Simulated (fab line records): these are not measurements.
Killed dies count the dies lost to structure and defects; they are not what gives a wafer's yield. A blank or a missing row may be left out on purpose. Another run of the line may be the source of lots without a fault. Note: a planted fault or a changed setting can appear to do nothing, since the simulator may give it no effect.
fab line records	flow sky130
[record] lots = 15	wafers = 45	last-day = 50
route steps=708 shown CAPM@550 VIA3@588 METAL4@599 CAP2M@604
lots that met no fault: taken from a fault-free run of the same line
start-h: start of the lot's first displayed wafer, in hours after the record's first day	wait-h: hours elapsed since this lot's preceding step	" identical to the entry in the row above	L1.1+2: a single row standing in for several wafers	- either no value or no given start	* or withheld: withheld	< > ~ a bound
route shown NAME@n: names a module that has steps shown in the file, with the first one's number in the route	usual: mean and standard deviation over wafers with no fault	same: alike in all rows	chamber/n: place in a boat	sites: each site's reading	_std_site: standard deviation of those values	_edge_site: the outer-site mean with the inner-site mean subtracted	radius-mm: how far each site lies from the wafer's centre	mask NAME#n: copy n	behind: tool/chamber where the wafer was last shaped	hold: cause of the lot's hold/its duration in hours/its outcome	device: transistor that didn't switch, given as n, p or np	end of line: tests of these same wafers at the route's end	a step given without rows: its recipe and nothing more	killed: not the wafer's yield, but the dies lost to structure and defects at the first sort	map: dies across one wafer; x = killed, . = not, _ = none there
set.NAME: the run value of the setting; set.NAME@STEP: its run value at that earlier step	model.NAME: the simulator's own value behind a step, which no gauge read
route steps across a sampled set of lots; one table per step, one row per wafer
services: from which hour (start-h, from the record's first day; less than 0 if before it) a tool's chamber was out of use, for how many hours, and why
[[steps]]
[step SKY_CAPM_METAL_ETCH_13]
[recipe] target-depth-nm = 220	stop-on = SiO2	chemistry = Cl2/BCl3	target = TiN	pressure-mtorr = 10	icp-w = 900	bias-w = 48.5	Cl2_flow_sccm = 60	bcl3-flow-sccm = 30	time-s = 62.9
[usual] bcl3-flow-sccm = 30.00/0.095	bias-w = 48.51/0.16	drypump-motor-current-A = 5.70/0.23	oes-product-au = 0.967/0.0077	throttle-valve-pct = 21.885/0.01
lot.wafer	tool	chamber	start-h	wait-h	bcl3-flow-sccm	bias-w	drypump-motor-current-A	oes-product-au	rf-hours-counter-h	throttle-valve-pct
L331.2	rie-metal-04	1	907.08	0.0	30.05	48.45	5.72	0.968	10	21.891
L331.4	"	1	"	"	29.99	48.56	5.72	0.959	-	21.897
L331.5	"	0	"	"	29.96	48.49	5.70	0.957	-	21.896
L332.2	rie-metal-03	0	912.73	0.0	29.93	48.45	5.67	0.953	8	21.873
L332.3	"	1	"	"	30.07	48.81	5.51	0.966	-	21.878
L332.5	"	1	"	"	30.16	48.68	5.47	0.969	-	21.878
L333.2	rie-metal-04	1	913.03	0.0	29.95	48.52	5.69	0.970	10	21.885
L333.4	"	0	"	"	30.03	48.51	5.68	0.979	-	21.886
L333.5	"	0	"	"	29.99	48.51	5.69	0.968	-	21.894
L334.1	rie-metal-04	1	921.10	0.0	29.97	48.42	5.70	0.956	10	21.889
L334.2	"	0	"	"	30.13	48.79	5.69	0.965	3	21.891
L334.3	"	1	"	"	29.97	48.51	5.68	0.961	-	21.908
L335.2	rie-metal-03	1	931.80	0.0	29.92	48.64	5.48	0.958	6	21.905
L335.4	"	1	"	"	29.85	48.55	5.47	0.961	-	21.873
L335.6	"	1	"	"	29.92	48.37	5.48	0.964	-	21.895
L337.2	rie-metal-03	1	942.95	0.0	29.78	48.50	5.49	0.974	7	21.877
L337.3	"	0	"	"	30.06	48.42	5.67	0.978	-	21.871
L337.6	"	0	"	"	30.02	48.64	5.69	0.984	-	21.880
L339.2	rie-metal-04	1	951.13	0.0	30.18	48.78	5.67	0.957	12	21.873
L339.3	"	1	"	"	29.96	48.59	5.73	0.972	-	21.865
L339.4	"	0	"	"	30.10	48.51	5.67	0.969	-	21.875
L340.1	rie-metal-04	0	961.92	0.0	29.85	48.50	5.67	0.979	5	21.878
L340.2	"	1	"	"	29.95	48.38	5.76	0.973	12	21.878
L340.5	"	1	"	"	29.89	48.30	5.71	0.965	-	21.887
L343.1	rie-metal-03	0	973.27	0.0	29.98	48.88	5.69	0.968	11	21.883
L343.2	"	1	"	"	29.82	48.67	5.49	0.962	8	21.888
L343.4	"	0	"	"	30.04	48.77	5.69	0.968	-	21.892
L348.1	rie-metal-03	1	1006.38	0.0	29.95	48.46	5.47	0.959	11	21.874
L348.2	"	0	"	"	30.01	48.51	5.69	0.968	11	21.900
L348.4	"	0	"	"	29.95	48.51	5.70	0.964	-	21.865
L349.2	rie-metal-03	0	1015.13	0.0	29.90	48.54	5.70	0.973	12	21.872
L349.5	"	1	"	"	29.95	48.71	5.49	0.971	-	21.886
L349.6	"	0	"	"	30.05	48.63	5.67	0.965	-	21.900
L350.1	rie-metal-03	0	1023.78	0.0	29.99	48.46	5.71	0.962	13	21.869
L350.2	"	1	"	"	30.07	48.49	5.49	0.952	12	21.902
L350.4	"	0	"	"	29.91	48.38	5.68	0.954	-	21.901
L351.2	rie-metal-03	1	1032.85	0.0	30.02	48.24	5.47	0.966	12	21.891
L351.3	"	0	"	"	29.90	48.43	5.68	0.974	-	21.890
L351.4	"	1	"	"	29.97	48.36	5.48	0.962	-	21.878
L353.2	rie-metal-04	1	1035.97	0.0	29.93	48.46	5.76	0.972	16	21.876
L353.5	"	0	"	"	30.14	48.32	5.69	0.966	-	21.875
L353.6	"	1	"	"	29.84	48.51	5.73	0.980	-	21.886
L352.2	rie-metal-02	0	1040.72	0.0	29.87	48.51	6.29	0.970	12	21.880
L352.4	"	1	"	"	30.07	48.44	5.55	0.968	-	21.899
L352.6	"	0	"	"	30.01	48.77	6.32	0.966	-	21.892
[step SKY_VIA3_ETCH_15]
[recipe] target = SiO2	chemistry = C4F8/O2/Ar	target-depth-nm = 507	stop-on = TiN	mask-material = KrF-thick	source-w = 1500	bias-w = 1200	pressure-mtorr = 40	c4f8-flow-sccm = withheld	O2_flow_sccm = 6	Ar_flow_sccm = 300	time-s = 78
[usual] bias-w = 1200/3.6	chamber-pressure-mTorr = 40.00/0.031	oes-product-au = 0.947/0.0049
lot.wafer	tool	chamber	start-h	wait-h	bias-w	chamber-pressure-mTorr	oes-product-au	rf-hours-counter-h
L331.2	rie-diel-01	3	958.95	0.0	1201	40.06	0.954	12
L331.4	"	1	"	"	1204	39.98	0.953	20
L331.5	"	3	"	"	1199	39.97	0.945	-
L332.2	rie-diel-04	2	964.01	0.0	1204	40.00	0.948	26
L332.3	"	0	"	"	1195	40.01	0.945	11
L332.5	"	3	"	"	1196	40.00	0.940	-
L333.2	rie-diel-03	2	965.59	0.0	1200	40.05	0.945	13
L333.4	"	1	"	"	1194	39.96	0.954	21
L333.5	"	1	"	"	1196	40.01	0.946	-
L334.1	rie-diel-03	2	972.20	0.0	1195	40.02	0.950	13
L334.2	"	0	"	"	1199	40.06	0.952	27
L334.3	"	1	"	"	1202	40.04	0.947	21
L335.2	rie-diel-01	3	981.65	0.0	1201	40.03	0.957	13
L335.4	"	2	"	"	1199	40.02	0.947	19
L335.6	"	1	"	"	1201	39.96	0.947	-
L337.2	rie-diel-01	0	993.85	0.0	1203	39.98	0.942	25
L337.3	"	2	"	"	1198	40.06	0.951	20
L337.6	"	1	"	"	1200	40.05	0.951	-
L339.2	rie-diel-01	3	1002.20	0.0	1193	39.98	0.947	14
L339.3	"	1	"	"	1194	39.97	0.939	21
L339.4	"	0	"	"	1204	40.02	0.943	25
L340.1	rie-diel-03	0	1011.84	0.0	1201	40.00	0.953	28
L340.2	"	1	"	"	1190	40.01	0.956	23
L340.5	"	1	"	"	1203	39.95	0.949	-
L343.1	rie-diel-03	1	1022.70	0.0	1195	40.06	0.948	23
L343.2	"	2	"	"	1198	40.01	0.953	15
L343.4	"	3	"	"	1195	39.97	0.950	13
L348.1	rie-diel-04	1	1054.99	0.0	-	-	-	-
L348.2	"	2	"	"	-	-	-	-
L348.4	"	3	"	"	-	-	-	-
L349.2	rie-diel-03	2	1063.41	0.0	-	-	-	-
L349.5	"	0	"	"	-	-	-	-
L349.6	"	1	"	"	-	-	-	-
L350.1	rie-diel-04	0	1071.01	0.0	-	-	-	-
L350.2	"	3	"	"	-	-	-	-
L350.4	"	2	"	"	-	-	-	-
L351.2	rie-diel-03	2	1077.90	0.0	1203	39.97	0.945	17
L351.3	"	1	"	"	1202	39.96	0.938	25
L351.4	"	3	"	"	1201	39.96	0.954	15
L353.2	rie-diel-01	3	1081.50	0.0	1205	39.98	0.953	16
L353.5	"	3	"	"	1196	39.94	0.944	-
L353.6	"	0	"	"	1196	39.99	0.949	-
L352.2	rie-diel-03	3	1086.61	0.0	1203	40.00	0.945	15
L352.4	"	0	"	"	1206	39.98	0.944	1
L352.6	"	2	"	"	1199	39.97	0.945	-
[step SKY_VIA3_STRIP_16]
[recipe] chemistry = O2/N2	power-w = 1400	pressure-mtorr = 1500	platen-temp-c = withheld	o2-flow-sccm = 3000	n2-flow-sccm = 300	overash-fraction = 0.5
[usual] drypump-motor-current-A = 5.7/0.43	oes-product-au = 0.402/0.005	strip-time-to-endpoint-s = 4.137/0.025
lot.wafer	tool	chamber	start-h	wait-h	drypump-motor-current-A	oes-product-au	rf-hours-counter-h	strip-time-to-endpoint-s
L331.2	plasma-asher-02	1	959.01	0.0	5.1	0.404	106	4.139
L331.4	"	0	"	"	5.7	0.406	-	4.169
L331.5	"	0	"	"	5.7	0.394	-	4.130
L332.2	plasma-asher-02	1	964.07	0.0	5.1	0.405	106	4.156
L332.3	"	1	"	"	5.1	0.408	-	4.138
L332.5	"	0	"	"	5.7	0.390	-	4.131
L333.2	plasma-asher-02	1	965.65	0.0	5.1	0.397	106	4.163
L333.4	"	0	"	"	5.7	0.403	-	4.149
L333.5	"	0	"	"	5.7	0.407	-	4.151
L334.1	plasma-asher-04	1	972.26	0.0	6.3	0.398	88	4.132
L334.2	"	0	"	"	5.9	0.398	88	4.145
L334.3	"	0	"	"	6.0	0.393	-	4.139
L335.2	plasma-asher-04	0	981.71	0.0	5.9	0.401	89	4.157
L335.4	"	0	"	"	5.9	0.406	-	4.171
L335.6	"	1	"	"	6.4	0.395	-	4.172
L337.2	plasma-asher-01	0	993.91	0.0	5.2	0.397	27	4.165
L337.3	"	0	"	"	5.2	0.390	-	4.162
L337.6	"	0	"	"	5.2	0.396	-	4.135
L339.2	plasma-asher-02	1	1002.26	0.0	5.1	0.403	109	4.092
L339.3	"	0	"	"	5.7	0.405	-	4.122
L339.4	"	1	"	"	5.1	0.399	-	4.125
L340.1	plasma-asher-02	0	1011.90	0.0	5.7	0.399	110	4.108
L340.2	"	1	"	"	5.1	0.401	110	4.127
L340.5	"	0	"	"	5.7	0.406	-	4.117
L343.1	plasma-asher-02	1	1022.76	0.0	5.1	0.403	111	4.133
L343.2	"	0	"	"	5.7	0.404	111	4.141
L343.4	"	1	"	"	5.1	0.398	-	4.133
L348.1	plasma-asher-04	0	1055.05	0.0	5.9	0.450	97	5.235
L348.2	"	1	"	"	6.4	0.440	97	5.226
L348.4	"	0	"	"	5.9	0.451	-	5.202
L349.2	plasma-asher-04	1	1063.47	0.0	6.4	0.439	99	5.191
L349.5	"	0	"	"	5.9	0.453	-	5.195
L349.6	"	1	"	"	6.4	0.449	-	5.208
L350.1	plasma-asher-02	0	1071.07	0.0	5.7	0.456	1	5.217
L350.2	"	1	"	"	5.1	0.447	1	5.207
L350.4	"	0	"	"	5.7	0.443	-	5.197
L351.2	plasma-asher-01	0	1077.96	0.0	5.2	0.403	31	4.127
L351.3	"	0	"	"	5.2	0.394	-	4.059
L351.4	"	1	"	"	5.7	0.407	-	4.105
L353.2	plasma-asher-02	1	1081.56	0.0	5.1	0.402	2	4.118
L353.5	"	0	"	"	5.7	0.403	-	4.122
L353.6	"	1	"	"	5.1	0.394	-	4.135
L352.2	plasma-asher-01	0	1086.67	0.0	5.2	0.402	32	4.102
L352.4	"	0	"	"	5.2	0.402	-	4.151
L352.6	"	0	"	"	5.2	0.403	-	4.133
[step SKY_METAL4_SPUTTER_01]
[recipe] material = TiN	target-thk-nm = 20	power-w = 6500	time-s = 16.7	chamber-pressure-pa = 0.4
[usual] throttle-valve-pct = 30.4/0.93
lot.wafer	tool	chamber	start-h	wait-h	throttle-valve-pct
L331.2	pvd-sputter-03	-	960.34	0.0	30.5
L331.4	"	-	"	"	29.9
L331.5	"	-	"	"	29.5
L332.2	pvd-sputter-03	-	965.35	0.0	30.0
L332.3	"	-	"	"	32.5
L332.5	"	-	"	"	30.7
L333.2	pvd-sputter-03	-	966.94	0.0	29.9
L333.4	"	-	"	"	30.7
L333.5	"	-	"	"	30.1
L334.1	pvd-sputter-03	-	973.60	0.0	30.3
L334.2	"	-	"	"	30.5
L334.3	"	-	"	"	29.8
L335.2	pvd-sputter-04	-	982.99	0.0	30.4
L335.4	"	-	"	"	29.3
L335.6	"	-	"	"	29.6
L337.2	pvd-sputter-02	-	995.44	0.0	28.9
L337.3	"	-	"	"	29.9
L337.6	"	-	"	"	30.1
L339.2	pvd-sputter-02	-	1003.54	0.0	30.1
L339.3	"	-	"	"	31.7
L339.4	"	-	"	"	30.1
L340.1	pvd-sputter-02	-	1013.47	0.0	30.1
L340.2	"	-	"	"	29.9
L340.5	"	-	"	"	30.2
L343.1	pvd-sputter-03	-	1024.04	0.0	29.9
L343.2	"	-	"	"	30.7
L343.4	"	-	"	"	30.0
L351.2	pvd-sputter-02	-	1079.76	0.0	31.8
L351.3	"	-	"	"	28.8
L351.4	"	-	"	"	29.9
L353.2	pvd-sputter-02	-	1082.95	0.0	30.0
L353.5	"	-	"	"	28.8
L353.6	"	-	"	"	30.3
L352.2	pvd-sputter-03	-	1088.21	0.0	29.7
L352.4	"	-	"	"	32.5
L352.6	"	-	"	"	30.4
[step SKY_CAP2M_THK_MEAS_01]
[recipe] reads = SiO2_of_CAP2M_CVD_00
[usual] CAP2M_CVD_00_THK = 15.56/0.25
lot.wafer	tool	chamber	start-h	wait-h	CAP2M_CVD_00_THK[nm]
L331.2	film-metro-01	-	960.51	-	15.35
L331.4	"	-	"	"	15.32
L331.5	"	-	"	"	15.49
L332.2	film-metro-02	-	965.51	-	15.56
L332.3	"	-	"	"	15.58
L332.5	"	-	"	"	15.82
L333.2	film-metro-01	-	967.10	-	15.37
L333.4	"	-	"	"	15.96
L333.5	"	-	"	"	15.44
L334.1	film-metro-03	-	973.76	-	15.35
L334.2	"	-	"	"	15.87
L334.3	"	-	"	"	15.29
L335.2	film-metro-02	-	983.16	-	15.37
L335.4	"	-	"	"	15.37
L335.6	"	-	"	"	15.45
L337.2	film-metro-01	-	995.61	-	15.52
L337.3	"	-	"	"	16.02
L337.6	"	-	"	"	15.69
L339.2	film-metro-02	-	1003.70	-	15.52
L339.3	"	-	"	"	15.17
L339.4	"	-	"	"	15.59
L340.1	film-metro-03	-	1013.62	-	15.70
L340.2	"	-	"	"	15.43
L340.5	"	-	"	"	15.60
L343.1	film-metro-02	-	1024.19	-	15.34
L343.2	"	-	"	"	15.37
L343.4	"	-	"	"	15.75
L351.2	film-metro-03	-	1079.92	-	15.46
L351.3	"	-	"	"	15.15
L351.4	"	-	"	"	15.63
L353.2	film-metro-01	-	1083.11	-	15.39
L353.5	"	-	"	"	15.72
L353.6	"	-	"	"	15.67
L352.2	film-metro-03	-	1088.38	-	15.41
L352.4	"	-	"	"	15.43
L352.6	"	-	"	"	15.75
[[services]]
tool	chamber	start-h	hours	kind
rie-metal-03	-	888.15	0.2	repair
pvd-sputter-02	-	890.29	4.2	repair
rie-diel-03	0	926.82	2.1	repair
plasma-asher-02	-	933.20	15.6	pm
rie-metal-03	1	939.38	2.1	repair
pvd-sputter-03	-	958.29	1.7	repair
plasma-asher-04	-	958.88	4.0	repair
plasma-asher-02	-	968.65	14.6	pm
rie-diel-04	0	968.87	4.2	repair
rie-diel-01	1	971.64	3.6	repair
plasma-asher-01	-	977.73	2.8	pm
rie-metal-03	-	980.08	2.8	pm
rie-metal-03	0	985.53	15.9	repair
pvd-sputter-02	-	1006.70	2.7	repair
rie-diel-01	-	1011.53	14.6	pm
rie-metal-04	1	1015.53	2.3	repair
plasma-asher-01	-	1022.59	12.5	repair
plasma-asher-02	-	1046.09	2.5	repair
plasma-asher-04	-	1053.68	0.5	repair
plasma-asher-02	-	1055.33	9.0	pm
rie-diel-03	2	1066.54	9.2	repair
plasma-asher-04	-	1069.11	1.4	repair
pvd-sputter-03	-	1085.52	1.1	repair
pvd-sputter-02	-	1087.53	5.3	repair
[[key]]
[first-sign] step = SKY_VIA3_ETCH_15	reading = tool-record	direction = missing
[effect] step = SKY_VIA3_STRIP_16	reading = strip-time-to-endpoint-s	direction = up	sigmas = 43	usual = *	struck = *
met-at SKY_VIA3_ETCH_15
struck-lots L348,L349,L350
later-rows-left-out L348.1,L348.2,L348.4,L349.2,L349.5,L349.6,L350.1,L350.2,L350.4
sort-left-out L348.1,L348.2,L348.4,L349.2,L349.5,L349.6,L350.1,L350.2,L350.4
not-acting-at SKY_CAPM_METAL_ETCH_13,SKY_METAL4_SPUTTER_01,SKY_CAP2M_THK_MEAS_01
onset-between 1022.70 1054.99
[fault] kind = skipped-step-whole	tool = rie-diel-03,rie-diel-04	chamber = -	onset-h = 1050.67	steps = SKY_VIA3_ETCH_15	scope = struck-lots-only
// sort-left-out: the simulated sort isn't trusted on such a fault, so these wafers' sort isn't shown, and their yield isn't known
// later-rows-left-out: the simulator's readings of these wafers behind a module that went badly wrong aren't trusted and aren't shown, but for the sort
